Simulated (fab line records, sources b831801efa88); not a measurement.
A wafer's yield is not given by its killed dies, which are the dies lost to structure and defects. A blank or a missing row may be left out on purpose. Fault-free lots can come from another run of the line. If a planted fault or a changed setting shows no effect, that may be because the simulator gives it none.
What tool caused it?	flow gf180mcu	39 wafers from 13 lots sampled at 5 of the route's 602 steps

== WHAT THE GAUGES SHOWED, per wafer ==
GF_POLY_GATE_THK_MEAS_01.
lot	measured	on	POLY_GATE_CVD_00_THK (nm)
L164	day 8 17:49	film-metro-01	197.6 198.0 199.5
L167	day 9 08:22	film-metro-03	202.1 202.0 203.1
L168	day 9 16:08	film-metro-01	195.5 196.4 197.1
L170	day 10 14:34	film-metro-02	201.4 202.4 201.5
L171	day 10 14:35	film-metro-01	199.8 200.2 199.6
L172	day 10 21:00	film-metro-02	201.2 199.7 201.0
L173	day 10 22:35	film-metro-03	202.4 203.1 202.9
L175	day 11 14:17	film-metro-03	202.2 202.3 202.7
L176	day 11 18:59	film-metro-03	201.7 201.3 201.5
L181	day 13 09:05	film-metro-01	308.1 260.4 241.3
L182	day 13 16:08	film-metro-01	200.5 201.8 200.9
L185	day 14 15:52	film-metro-01	199.4 199.7 200.3
L186	day 14 23:05	film-metro-03	199.7 197.9 198.6

GF_M3_THK_MEAS_06: measures by xrf.
lot	measured	on	M3_ALCU_THK (nm)
L164	day 20 13:05	film-metro-04	442 449 447
L167	day 21 10:32	film-metro-01	451 451 447
L168	day 21 21:58	film-metro-02	450 451 451
L170	day 23 08:00	film-metro-02	443 445 443
L171	day 23 01:46	film-metro-02	441 440 446
L172	day 23 11:22	film-metro-04	453 447 452
L173	day 23 11:43	film-metro-02	447 448 449
L175	day 24 10:28	film-metro-02	449 446 448
L176	day 24 12:26	film-metro-02	451 451 449
L181	day 26 13:02	film-metro-02	441 443
L182	day 26 20:55	film-metro-02	450 444 449
L185	day 27 19:53	film-metro-04	444 443 444
L186	day 28 04:05	film-metro-01	451 449 450

== TOOL THAT RAN EACH LOT (tool first, then ch and the chambers of the sampled wafers, then the start) ==
lot	GF_POLY_GATE_CVD_00	GF_M2_SPUTTER_01	GF_V2_SPUTTER_21
L164	lpcvd-01 ch 0, day 8 15:49	pvd-sputter-03, day 18 09:52	pvd-sputter-03, day 20 12:02
L167	lpcvd-02 ch 0, day 9 07:02	pvd-sputter-02, day 19 06:34	pvd-sputter-04, day 21 09:30
L168	lpcvd-01 ch 0, day 9 14:48	pvd-sputter-02, day 19 18:49	pvd-sputter-03, day 21 20:56
L170	lpcvd-02 ch 0, day 10 13:14	pvd-sputter-01, day 21 04:58	pvd-sputter-04, day 23 06:58
L171	lpcvd-02 ch 0, day 10 13:14	pvd-sputter-02, day 20 23:46	pvd-sputter-03, day 23 00:43
L172	lpcvd-02 ch 1, day 10 19:40	pvd-sputter-01, day 21 09:16	pvd-sputter-01, day 23 10:18
L173	lpcvd-02 ch 1, day 10 21:14	pvd-sputter-02, day 21 09:35	pvd-sputter-03, day 23 10:39
L175	lpcvd-02 ch 0, day 11 12:56	pvd-sputter-03, day 22 09:44	pvd-sputter-03, day 24 09:25
L176	lpcvd-02 ch 0, day 11 17:39	pvd-sputter-03, day 22 12:26	pvd-sputter-04, day 24 11:23
L181	lpcvd-02 ch 0, day 13 07:44	pvd-sputter-02, day 24 09:39	pvd-sputter-03, day 26 11:59
L182	lpcvd-01 ch 1, day 13 14:47	pvd-sputter-02, day 24 15:44	pvd-sputter-04, day 26 19:53
L185	lpcvd-01 ch 1, day 14 14:32	pvd-sputter-03, day 26 01:49	pvd-sputter-03, day 27 18:51
L186	lpcvd-01 ch 1, day 14 21:42	pvd-sputter-01, day 26 08:23	pvd-sputter-04, day 28 03:02
- GF_POLY_GATE_CVD_00: deposits poly-Si, target thk 200 nm, time 1200 s.
- GF_M2_SPUTTER_01: material TiN, target thk 30 nm, time 25 s.
- GF_V2_SPUTTER_21: material Ti, target thk 15 nm, time 80.02 s.

== AS READ BY THE TOOLS THEMSELVES (means over the sampled wafers that have a number; for cases with no such wafer, the mark the record gives instead) ==
GF_POLY_GATE_CVD_00.
lot	tool	spike-tc-bottom-C (C)	spike-tc-centre-C (C)	spike-tc-lower-C (C)	zone-power-bottom-pct (%)	zone-power-centre-pct (%)	zone-power-lower-pct (%)
L164	lpcvd-01	640.1	620.4	620.6	14.1	9.0	9.9
L167	lpcvd-02	640.6	620.3	620.7	11.8	9.6	11.5
L168	lpcvd-01	639.7	621.0	620.8	13.9	9.0	9.9
L170	lpcvd-02	639.2	620.6	620.2	11.8	9.6	11.6
L171	lpcvd-02	640.0	620.1	619.5	11.8	9.6	11.7
L172	lpcvd-02	639.6	619.1	618.6	13.2	9.4	8.5
L173	lpcvd-02	640.6	620.0	618.5	13.2	9.5	8.6
L175	lpcvd-02	639.7	620.7	619.6	11.6	9.7	11.5
L176	lpcvd-02	639.6	620.6	619.7	11.7	9.7	11.5
L181	lpcvd-02	629.0	612.3	685.0	7.8	4.1	26.9
L182	lpcvd-01	639.2	622.2	619.7	13.2	8.4	8.0
L185	lpcvd-01	639.3	621.2	621.8	13.1	8.4	7.9
L186	lpcvd-01	639.0	622.4	620.1	13.1	8.4	8.0

GF_M2_SPUTTER_01.
lot	tool	throttle-valve-pct (%)
L164	pvd-sputter-03	29.7
L167	pvd-sputter-02	29.2
L168	pvd-sputter-02	30.1
L170	pvd-sputter-01	30.0
L171	pvd-sputter-02	29.8
L172	pvd-sputter-01	30.6
L173	pvd-sputter-02	29.2
L175	pvd-sputter-03	30.1
L176	pvd-sputter-03	31.0
L181	pvd-sputter-02	30.2
L182	pvd-sputter-02	30.4
L185	pvd-sputter-03	30.0
L186	pvd-sputter-01	30.5

GF_V2_SPUTTER_21.
lot	tool	throttle-valve-pct (%)
L164	pvd-sputter-03	29.6
L167	pvd-sputter-04	29.1
L168	pvd-sputter-03	29.4
L170	pvd-sputter-04	29.2
L171	pvd-sputter-03	30.3
L172	pvd-sputter-01	30.6
L173	pvd-sputter-03	29.5
L175	pvd-sputter-03	31.1
L176	pvd-sputter-04	29.2
L181	pvd-sputter-03	28.9
L182	pvd-sputter-04	29.1
L185	pvd-sputter-03	30.2
L186	pvd-sputter-04	29.2

== THE ANSWER, worked out from the rows above alone ==
Rule: the lots themselves supply what counts as usual. The widest of any qualifying gaps counts: lots, ordered by their means at a reading, are off when they make up no more than a third of the lots, leave a main group of 4 or more, and stand apart from it by 3 or more times the standard deviation of that group's means. A main group whose means are all the same, to the digits that the tables above print for the reading, isn't used. Also off: a lot with no number at a reading for which 4 or more lots have one. The other lots that the step has rows for count as sound. Order of review: gauges by route order, followed by the tools' own readings, for which a lot's mean as printed above is used. The first step at which some lot is off is used, and at that step the reading that is off furthest; a lot without a number counts as furthest.
Off: at GF_POLY_GATE_THK_MEAS_01 (POLY_GATE_CVD_00_THK), L181. Mean 200.5 nm and standard deviation 1.9 in the main group.
A tool fits if, at a process step before that reading, it ran every lot that is off, and no sound lot after the first of them. The gauges at GF_POLY_GATE_THK_MEAS_01 aren't tried: what is off there is off at GF_POLY_GATE_CVD_00 too, on other tools, and a gauge's error can't cause that. One fits: lpcvd-02 at GF_POLY_GATE_CVD_00. A fault onset in the window from L176 (day 11 17:39, its last sound lot) to L181 (day 13 07:44, its first lot off) fits.
The tool's own readings at GF_POLY_GATE_CVD_00 bear it out: on the lots that are off they differ by more than 5 times the standard deviation of the sound lots' means. spike-tc-bottom-C reads 629.0 C there against 639.7 C on the sound lots; spike-tc-centre-C reads 612.3 C there against 620.7 C on the sound lots; spike-tc-lower-C reads 685.0 C there against 620.0 C on the sound lots; zone-power-bottom-pct reads 7.8 % there against 12.7 % on the sound lots; zone-power-centre-pct reads 4.1 % there against 9.2 % on the sound lots; zone-power-lower-pct reads 26.9 % there against 9.9 % on the sound lots.

== WHAT THE SIMULATOR PUT IN ==
lpcvd-02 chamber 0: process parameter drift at GF_POLY_GATE_CVD_00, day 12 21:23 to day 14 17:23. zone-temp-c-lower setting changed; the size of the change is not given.
Lots struck among those shown: L181. The rule given above showed the same thing.
